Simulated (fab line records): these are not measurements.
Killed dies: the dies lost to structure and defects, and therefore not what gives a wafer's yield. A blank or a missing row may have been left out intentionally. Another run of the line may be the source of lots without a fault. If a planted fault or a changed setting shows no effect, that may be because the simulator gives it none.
Matching of chambers | flow gf180mcu | GF_V2_CMP_26 on cmp-01 has 4 sister chambers
The step polishes, stops on SiO2, t overpolish 15 s, target thk 0 nm. 7 wafers are shown with their chamber, then 9 later ones without.

== EACH WAFER AND ITS CHAMBER ==
wafer  | chamber | motor-current-A (A) | overpolish-run-s (s)
L845.1 | 2       | 10.0                | 14.987
L849.2 | 1       | 11.3                | 15.012
L852.3 | 1       | 11.1                | 15.012
L852.5 | 0       | 10.5                | 15.006
L853.1 | 3       | 9.8                 | 14.990
L853.5 | 0       | 10.4                | 15.001
L853.6 | 3       | 10.1                | 15.006

== WAFERS MISSING THEIR CHAMBER ==
wafer  | motor-current-A (A) | overpolish-run-s (s)
L863.1 | 10.0                | 15.008
L863.3 | 11.3                | 15.002
L863.5 | 9.7                 | 14.991
L867.3 | 10.4                | 14.995
L867.4 | 10.1                | 15.008
L867.5 | 11.7                | 14.989
L868.2 | 10.4                | 14.998
L868.3 | 11.4                | 15.010
L868.4 | 9.0                 | 15.012

== WHICH CHAMBER EACH ONE RAN IN ==
wafer  | from the rows above          | in truth
L863.1 | can't be placed: 3 or 0 or 2 | 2
L863.3 | 1                            | 1
L863.5 | can't be placed: 3 or 2      | 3
L867.3 | can't be placed: 0 or 2 or 3 | 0
L867.4 | can't be placed: 3 or 0 or 2 | 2
L867.5 | 1                            | 1
L868.2 | 0                            | 0
L868.3 | 1                            | 1
L868.4 | can't be placed: 3 or 2      | 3
Correct placement for 4 of the 9. Cannot be placed on the basis of these rows: 5; the candidates contain the true chamber in 5. Wrongly placed: 0.
How it was worked out, from the rows above alone: a wafer's distance from a chamber is the root of the sum, over the readings, of the square of ((its reading less the chamber's mean) divided by the reading's scatter). The wafer belongs to the nearest chamber; if the next one is less than 2 further off, it can't be placed. For every chamber, the mean is computed from those of its wafers that are shown. The scatter is the square root of a quotient: the sum, over the shown wafers, of each reading's squared deviation from its chamber's mean, divided by wafers minus chambers.
